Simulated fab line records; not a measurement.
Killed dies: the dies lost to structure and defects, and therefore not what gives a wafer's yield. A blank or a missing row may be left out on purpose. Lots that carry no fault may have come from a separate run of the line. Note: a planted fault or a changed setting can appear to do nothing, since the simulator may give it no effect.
A sampling plan put to the test    flow gf180mcu    one fab line, 16 faults that these records tell of, each judged on the records of the lots that it struck
Plan = the line's own looks (route steps where a gauge or an inspection reads the wafer without altering it). Where struck wafers have a number at a look and the file lists that look's usual mean and standard deviation on fault-free wafers, the look can be judged. Caught: 4 or more of those standard deviations (sigma) separate the usual mean from the mean of the struck wafers at a look after the fault's first step. On the tool: the identical test, applied to the tool's own readings at the steps of the fault. It also counts as caught if the struck wafers ran another recipe or if their record alone is blank.

## THE FAULTS, as the simulator had put them in
1. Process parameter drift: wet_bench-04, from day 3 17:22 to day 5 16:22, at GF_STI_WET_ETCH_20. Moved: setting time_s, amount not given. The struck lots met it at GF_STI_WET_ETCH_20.
2. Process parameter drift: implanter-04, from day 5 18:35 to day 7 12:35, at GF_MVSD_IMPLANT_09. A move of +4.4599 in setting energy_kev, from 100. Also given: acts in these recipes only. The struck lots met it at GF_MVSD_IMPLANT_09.
3. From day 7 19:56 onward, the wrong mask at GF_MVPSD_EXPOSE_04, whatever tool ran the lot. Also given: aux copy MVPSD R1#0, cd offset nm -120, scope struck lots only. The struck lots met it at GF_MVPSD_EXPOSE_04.
4. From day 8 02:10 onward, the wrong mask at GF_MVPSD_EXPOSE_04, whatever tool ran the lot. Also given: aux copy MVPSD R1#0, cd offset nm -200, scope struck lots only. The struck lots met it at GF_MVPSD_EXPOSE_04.
5. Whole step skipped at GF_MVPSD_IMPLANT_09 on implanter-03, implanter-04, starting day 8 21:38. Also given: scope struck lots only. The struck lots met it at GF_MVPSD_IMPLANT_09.
6. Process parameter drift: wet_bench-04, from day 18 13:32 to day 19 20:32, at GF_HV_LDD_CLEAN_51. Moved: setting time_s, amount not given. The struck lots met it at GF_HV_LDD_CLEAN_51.
7. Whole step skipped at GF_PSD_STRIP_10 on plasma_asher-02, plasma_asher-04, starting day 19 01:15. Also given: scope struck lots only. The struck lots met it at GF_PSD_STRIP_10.
8. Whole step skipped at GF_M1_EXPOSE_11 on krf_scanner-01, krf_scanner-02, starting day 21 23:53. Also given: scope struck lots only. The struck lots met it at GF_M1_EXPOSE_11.
9. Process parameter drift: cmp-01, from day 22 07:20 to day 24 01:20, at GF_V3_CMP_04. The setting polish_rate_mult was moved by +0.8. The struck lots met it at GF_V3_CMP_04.
10. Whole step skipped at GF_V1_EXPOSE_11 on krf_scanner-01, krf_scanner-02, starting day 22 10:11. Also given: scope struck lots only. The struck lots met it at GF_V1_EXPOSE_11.
11. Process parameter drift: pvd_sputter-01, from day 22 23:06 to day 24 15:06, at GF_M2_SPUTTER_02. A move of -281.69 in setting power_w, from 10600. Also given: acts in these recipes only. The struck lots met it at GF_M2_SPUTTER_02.
12. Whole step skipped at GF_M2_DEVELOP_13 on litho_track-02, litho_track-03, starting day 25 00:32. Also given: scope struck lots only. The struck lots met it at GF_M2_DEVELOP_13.
13. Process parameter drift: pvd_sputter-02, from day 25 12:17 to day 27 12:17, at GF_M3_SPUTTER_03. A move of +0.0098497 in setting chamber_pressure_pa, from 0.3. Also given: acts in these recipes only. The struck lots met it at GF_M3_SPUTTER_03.
14. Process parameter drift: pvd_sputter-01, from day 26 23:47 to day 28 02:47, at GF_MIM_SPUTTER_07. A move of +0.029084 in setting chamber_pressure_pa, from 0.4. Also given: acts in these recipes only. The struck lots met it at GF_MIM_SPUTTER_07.
15. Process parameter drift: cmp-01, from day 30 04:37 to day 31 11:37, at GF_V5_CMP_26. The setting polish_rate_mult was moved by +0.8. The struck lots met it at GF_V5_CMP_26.
16. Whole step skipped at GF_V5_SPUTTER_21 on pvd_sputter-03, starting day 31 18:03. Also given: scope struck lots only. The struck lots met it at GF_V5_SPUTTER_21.

## WHAT THE PLAN SAW
fault  on the tool itself                                first look that catches it                       reading, sigma  median hours from its first step to that look  hours from the fault's start to the first struck lot there  judged looks passed uncaught
1      run_length_s +28 sigma                            none of the 3 looks that can be judged after it  -               -                                              -                                                           3
2      beam_energy_keV +99 or beyond sigma               no look after it can be judged                   -               -                                              -                                                           0
3      no reading that can be judged                     none of the 2 looks that can be judged after it  -               -                                              -                                                           2
4      under 2 sigma                                     no look after it can be judged                   -               -                                              -                                                           0
5      the tool's record is blank for the struck wafers  GF_MVPSD_TW_MEAS_11                              MVPSD_TW -4.3   0.2                                            4                                                           0
6      run_length_s -28 sigma                            not the one look that can be judged after it     -               -                                              -                                                           1
7      the tool's record is blank for the struck wafers  not the one look that can be judged after it     -               -                                              -                                                           1
8      no reading that can be judged                     no look after it can be judged                   -               -                                              -                                                           0
9      time_to_endpoint_s -5.0 sigma                     no look after it can be judged                   -               -                                              -                                                           0
10     no reading that can be judged                     no look after it can be judged                   -               -                                              -                                                           0
11     cathode_dc_power_W -99 or beyond sigma            no look after it can be judged                   -               -                                              -                                                           0
12     the tool's record is blank for the struck wafers  no look after it can be judged                   -               -                                              -                                                           0
13     chamber_pressure_pa +16 sigma                     no look after it can be judged                   -               -                                              -                                                           0
14     chamber_pressure_pa +38 sigma                     no look after it can be judged                   -               -                                              -                                                           0
15     time_to_endpoint_s -6.1 sigma                     not the one look that can be judged after it     -               -                                              -                                                           1
16     the tool's record is blank for the struck wafers  no look after it can be judged                   -               -                                              -                                                           0
A dash: the fault isn't caught, or these records don't give the number.

Caught at a look: 1 of 16. Caught on the tool: 12 of 16. By one or the other: 12 of 16.
Faults caught by the tool alone: 1, 2, 6, 7, 9, 11, 12, 13, 14, 15, 16.
Caught by neither: faults 3, 4, 8, 10.

## THINNER SAMPLING
Were the look that catches a fault to measure just every second or every third lot (counted by lot number), the first struck lot would, at worst, be measured this late:
fault  struck lots at that look, in order of time  every lot  every second lot  every third lot
5      L934, L935                                  4 h        8 h               may miss all 2
Hours are from the fault's start to the first struck lot that is measured. The limit of 4 sigma was tested on all struck wafers together, so one lot alone may lie under it. Other struck lots may not be in these records.

## THE LONGEST TIMED WAY FROM STEP TO LOOK
Fault 5: the median time between GF_MVPSD_IMPLANT_09 and GF_MVPSD_TW_MEAS_11 is 0.2 hours. No look between them can be judged.
